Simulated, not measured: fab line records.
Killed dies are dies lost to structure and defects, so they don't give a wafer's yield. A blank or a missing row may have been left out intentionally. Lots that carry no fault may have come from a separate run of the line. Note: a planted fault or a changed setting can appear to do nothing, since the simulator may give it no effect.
What tool caused it? / flow sky130 / 14 lots with 42 wafers sampled at 4 steps, on a route of 708 steps

== WHAT THE GAUGES READ, wafer by wafer ==
Not one reading of a measure or inspect step in the record can be checked against a usual standard deviation.

== TOOL THAT RAN EACH LOT (tool first, then ch and the chambers of the sampled wafers, then the start) ==
lot=L768; SKY_NWELL_STRIP_25=plasma-asher-03 ch 0,1, day 6 01:17; SKY_CONTACT_PEB_12=litho-track-03 ch 0, day 32 20:00; SKY_VIA3_CMP_24=cmp-01 ch 1,2,3, day 41 00:22; SKY_METAL4_SPUTTER_03=pvd-sputter-03, day 41 00:39
lot=L769; SKY_NWELL_STRIP_25=plasma-asher-03 ch 0,1, day 6 02:31; SKY_CONTACT_PEB_12=litho-track-02 ch 0, day 33 00:00; SKY_VIA3_CMP_24=cmp-02 ch 0,3, day 41 02:31; SKY_METAL4_SPUTTER_03=pvd-sputter-04, day 41 02:53
lot=L770; SKY_NWELL_STRIP_25=plasma-asher-02 ch 0,1, day 6 08:14; SKY_CONTACT_PEB_12=litho-track-04 ch 0, day 33 09:00; SKY_VIA3_CMP_24=cmp-02 ch 0,1,2, day 41 13:32; SKY_METAL4_SPUTTER_03=pvd-sputter-03, day 41 13:49
lot=L773; SKY_NWELL_STRIP_25=plasma-asher-02 ch 0,1, day 7 00:52; SKY_CONTACT_PEB_12=litho-track-04 ch 0, day 34 08:00; SKY_VIA3_CMP_24=cmp-01 ch 0,2,3, day 42 07:26; SKY_METAL4_SPUTTER_03=pvd-sputter-03, day 42 07:44
lot=L775; SKY_NWELL_STRIP_25=plasma-asher-03 ch 0,1, day 7 12:02; SKY_CONTACT_PEB_12=litho-track-03 ch 0, day 34 20:00; SKY_VIA3_CMP_24=cmp-01 ch 1,2,3, day 42 20:35; SKY_METAL4_SPUTTER_03=pvd-sputter-01, day 42 20:58
lot=L774; SKY_NWELL_STRIP_25=plasma-asher-02 ch 0,1, day 7 12:48; SKY_CONTACT_PEB_12=litho-track-03 ch 0, day 34 18:00; SKY_VIA3_CMP_24=cmp-01 ch 1,2,3, day 42 18:00; SKY_METAL4_SPUTTER_03=pvd-sputter-04, day 42 18:17
lot=L777; SKY_NWELL_STRIP_25=plasma-asher-03 ch 0,1, day 7 22:53; SKY_CONTACT_PEB_12=litho-track-04 ch 0, day 35 10:00; SKY_VIA3_CMP_24=cmp-01 ch 1,2,3, day 43 06:10; SKY_METAL4_SPUTTER_03=pvd-sputter-01, day 43 06:34
lot=L780; SKY_NWELL_STRIP_25=plasma-asher-02 ch 0,1, day 8 16:35; SKY_CONTACT_PEB_12=litho-track-02 ch 0, day 36 19:00; SKY_VIA3_CMP_24=cmp-02 ch 1,3, day 44 13:30; SKY_METAL4_SPUTTER_03=pvd-sputter-03, day 44 13:50
lot=L783; SKY_NWELL_STRIP_25=plasma-asher-01 ch 0,1, day 9 19:44; SKY_CONTACT_PEB_12=litho-track-04 ch 0, day 38 01:00; SKY_VIA3_CMP_24=cmp-01 ch 1,3, day 45 15:37; SKY_METAL4_SPUTTER_03=pvd-sputter-01, day 45 16:00
lot=L785; SKY_NWELL_STRIP_25=plasma-asher-02 ch 0,1, day 10 02:31; SKY_CONTACT_PEB_12=litho-track-03, day 38 21:00; SKY_VIA3_CMP_24=-; SKY_METAL4_SPUTTER_03=-
lot=L787; SKY_NWELL_STRIP_25=plasma-asher-01 ch 0,1, day 10 13:02; SKY_CONTACT_PEB_12=litho-track-02, day 39 02:00; SKY_VIA3_CMP_24=-; SKY_METAL4_SPUTTER_03=-
lot=L788; SKY_NWELL_STRIP_25=plasma-asher-02 ch 0,1, day 10 22:32; SKY_CONTACT_PEB_12=litho-track-02 ch 0, day 39 00:00; SKY_VIA3_CMP_24=cmp-02 ch 0,1, day 46 11:24; SKY_METAL4_SPUTTER_03=pvd-sputter-03, day 46 11:47
lot=L789; SKY_NWELL_STRIP_25=plasma-asher-03 ch 0,1, day 11 08:02; SKY_CONTACT_PEB_12=litho-track-03 ch 0, day 39 07:00; SKY_VIA3_CMP_24=cmp-02 ch 2,3, day 46 18:02; SKY_METAL4_SPUTTER_03=pvd-sputter-03, day 46 18:26
lot=L790; SKY_NWELL_STRIP_25=plasma-asher-03 ch 0,1, day 11 16:07; SKY_CONTACT_PEB_12=litho-track-03 ch 0, day 39 15:00; SKY_VIA3_CMP_24=cmp-01 ch 0,2, day 46 23:01; SKY_METAL4_SPUTTER_03=pvd-sputter-03, day 46 23:25
- SKY_NWELL_STRIP_25: strips in O2/N2.
- SKY_CONTACT_PEB_12
- SKY_VIA3_CMP_24: polishes, stops on SiO2, t overpolish 20 s, target thk 0 nm.
- SKY_METAL4_SPUTTER_03: material Ti, target thk 5 nm, time 3.3 s.

== WHAT THE TOOLS THEMSELVES READ (means of the sampled wafers that have a number; where no wafer has one, the mark that the record gives instead) ==
SKY_NWELL_STRIP_25. Usual: drypump-motor-current-A 5.7 A, standard deviation 0.48; oes-product-au 0.723 a.u., standard deviation 0.0042; strip-time-to-endpoint-s 36.91 s, standard deviation 0.11.
lot=L768; tool=plasma-asher-03; drypump-motor-current-A (A)=6.0; oes-product-au (a.u.)=0.720; strip-time-to-endpoint-s (s)=36.98; flag=
lot=L769; tool=plasma-asher-03; drypump-motor-current-A (A)=5.7; oes-product-au (a.u.)=0.723; strip-time-to-endpoint-s (s)=36.81; flag=
lot=L770; tool=plasma-asher-02; drypump-motor-current-A (A)=5.4; oes-product-au (a.u.)=0.720; strip-time-to-endpoint-s (s)=37.02; flag=
lot=L773; tool=plasma-asher-02; drypump-motor-current-A (A)=5.4; oes-product-au (a.u.)=0.727; strip-time-to-endpoint-s (s)=36.92; flag=
lot=L775; tool=plasma-asher-03; drypump-motor-current-A (A)=6.0; oes-product-au (a.u.)=0.720; strip-time-to-endpoint-s (s)=37.04; flag=
lot=L774; tool=plasma-asher-02; drypump-motor-current-A (A)=5.4; oes-product-au (a.u.)=0.718; strip-time-to-endpoint-s (s)=36.95; flag=
lot=L777; tool=plasma-asher-03; drypump-motor-current-A (A)=6.1; oes-product-au (a.u.)=0.721; strip-time-to-endpoint-s (s)=36.94; flag=
lot=L780; tool=plasma-asher-02; drypump-motor-current-A (A)=5.4; oes-product-au (a.u.)=0.716; strip-time-to-endpoint-s (s)=36.87; flag=
lot=L783; tool=plasma-asher-01; drypump-motor-current-A (A)=6.4; oes-product-au (a.u.)=0.722; strip-time-to-endpoint-s (s)=36.95; flag=
lot=L785; tool=plasma-asher-02; drypump-motor-current-A (A)=5.4; oes-product-au (a.u.)=0.716; strip-time-to-endpoint-s (s)=36.95; flag=
lot=L787; tool=plasma-asher-01; drypump-motor-current-A (A)=6.5; oes-product-au (a.u.)=0.726; strip-time-to-endpoint-s (s)=36.92; flag=
lot=L788; tool=plasma-asher-02; drypump-motor-current-A (A)=5.4; oes-product-au (a.u.)=0.719; strip-time-to-endpoint-s (s)=37.14; flag=
lot=L789; tool=plasma-asher-03; drypump-motor-current-A (A)=5.7; oes-product-au (a.u.)=0.725; strip-time-to-endpoint-s (s)=36.80; flag=
lot=L790; tool=plasma-asher-03; drypump-motor-current-A (A)=5.7; oes-product-au (a.u.)=0.724; strip-time-to-endpoint-s (s)=36.93; flag=

SKY_CONTACT_PEB_12. Usual: exhaust-pa at 44.8 Pa, with a standard deviation of 0.89.
lot=L768; tool=litho-track-03; exhaust-pa (Pa)=45.8; flag=
lot=L769; tool=litho-track-02; exhaust-pa (Pa)=44.5; flag=
lot=L770; tool=litho-track-04; exhaust-pa (Pa)=43.9; flag=
lot=L773; tool=litho-track-04; exhaust-pa (Pa)=45.9; flag=
lot=L775; tool=litho-track-03; exhaust-pa (Pa)=44.9; flag=
lot=L774; tool=litho-track-03; exhaust-pa (Pa)=44.2; flag=
lot=L777; tool=litho-track-04; exhaust-pa (Pa)=45.1; flag=
lot=L780; tool=litho-track-02; exhaust-pa (Pa)=44.2; flag=
lot=L783; tool=litho-track-04; exhaust-pa (Pa)=45.1; flag=
lot=L785; tool=litho-track-03; exhaust-pa (Pa)=-; flag=OFF
lot=L787; tool=litho-track-02; exhaust-pa (Pa)=-; flag=OFF
lot=L788; tool=litho-track-02; exhaust-pa (Pa)=44.2; flag=
lot=L789; tool=litho-track-03; exhaust-pa (Pa)=44.4; flag=
lot=L790; tool=litho-track-03; exhaust-pa (Pa)=44.0; flag=

SKY_VIA3_CMP_24. Usual: motor-current-A 11.7 A, standard deviation 1.4; overpolish-run-s 20.000 s, standard deviation 0.0088; time-to-endpoint-s 96 s, standard deviation 4.
lot=L768; tool=cmp-01; motor-current-A (A)=13.1; overpolish-run-s (s)=20.004; time-to-endpoint-s (s)=97; flag=
lot=L769; tool=cmp-02; motor-current-A (A)=9.7; overpolish-run-s (s)=19.997; time-to-endpoint-s (s)=99; flag=
lot=L770; tool=cmp-02; motor-current-A (A)=11.4; overpolish-run-s (s)=20.001; time-to-endpoint-s (s)=93; flag=
lot=L773; tool=cmp-01; motor-current-A (A)=13.0; overpolish-run-s (s)=19.994; time-to-endpoint-s (s)=95; flag=
lot=L775; tool=cmp-01; motor-current-A (A)=12.8; overpolish-run-s (s)=20.002; time-to-endpoint-s (s)=101; flag=
lot=L774; tool=cmp-01; motor-current-A (A)=12.6; overpolish-run-s (s)=20.003; time-to-endpoint-s (s)=99; flag=
lot=L777; tool=cmp-01; motor-current-A (A)=12.1; overpolish-run-s (s)=20.001; time-to-endpoint-s (s)=98; flag=
lot=L780; tool=cmp-02; motor-current-A (A)=11.0; overpolish-run-s (s)=19.998; time-to-endpoint-s (s)=90; flag=
lot=L783; tool=cmp-01; motor-current-A (A)=13.5; overpolish-run-s (s)=19.993; time-to-endpoint-s (s)=95; flag=
lot=L788; tool=cmp-02; motor-current-A (A)=11.0; overpolish-run-s (s)=20.003; time-to-endpoint-s (s)=95; flag=
lot=L789; tool=cmp-02; motor-current-A (A)=11.8; overpolish-run-s (s)=20.003; time-to-endpoint-s (s)=98; flag=
lot=L790; tool=cmp-01; motor-current-A (A)=12.3; overpolish-run-s (s)=19.998; time-to-endpoint-s (s)=91; flag=

SKY_METAL4_SPUTTER_03. Usual: throttle-valve-pct at 29.6 %, with a standard deviation of 1.3.
lot=L768; tool=pvd-sputter-03; throttle-valve-pct (%)=29.0; flag=
lot=L769; tool=pvd-sputter-04; throttle-valve-pct (%)=30.9; flag=
lot=L770; tool=pvd-sputter-03; throttle-valve-pct (%)=29.6; flag=
lot=L773; tool=pvd-sputter-03; throttle-valve-pct (%)=28.8; flag=
lot=L775; tool=pvd-sputter-01; throttle-valve-pct (%)=29.4; flag=
lot=L774; tool=pvd-sputter-04; throttle-valve-pct (%)=30.5; flag=
lot=L777; tool=pvd-sputter-01; throttle-valve-pct (%)=29.8; flag=
lot=L780; tool=pvd-sputter-03; throttle-valve-pct (%)=30.0; flag=
lot=L783; tool=pvd-sputter-01; throttle-valve-pct (%)=29.7; flag=
lot=L788; tool=pvd-sputter-03; throttle-valve-pct (%)=28.8; flag=
lot=L789; tool=pvd-sputter-03; throttle-valve-pct (%)=29.6; flag=
lot=L790; tool=pvd-sputter-03; throttle-valve-pct (%)=29.5; flag=

== THE ANSWER, worked out from the rows above alone ==
Rule: a lot is off if the mean of its wafers that have a number lies more than 3 standard deviations from the usual mean. A lot without any number at a reading at which 4 lots or more have one is off too. Where the step has rows for the other lots, those lots are counted as sound. The gauges are gone through in route order, then the tools' own readings, and for those a lot's mean is taken as printed above. At the first step where some lot is off, the reading lying furthest off is the one used; lots without a number count as furthest.
Off at SKY_CONTACT_PEB_12 (exhaust-pa): L785, L787. Without a number there: L785, L787.
A tool fits if, at that step or a process step before it, it ran every lot that is off, and no sound lot after the first of them. None of those tried fits.

== WHAT HAD BEEN PUT IN BY THE SIMULATOR ==
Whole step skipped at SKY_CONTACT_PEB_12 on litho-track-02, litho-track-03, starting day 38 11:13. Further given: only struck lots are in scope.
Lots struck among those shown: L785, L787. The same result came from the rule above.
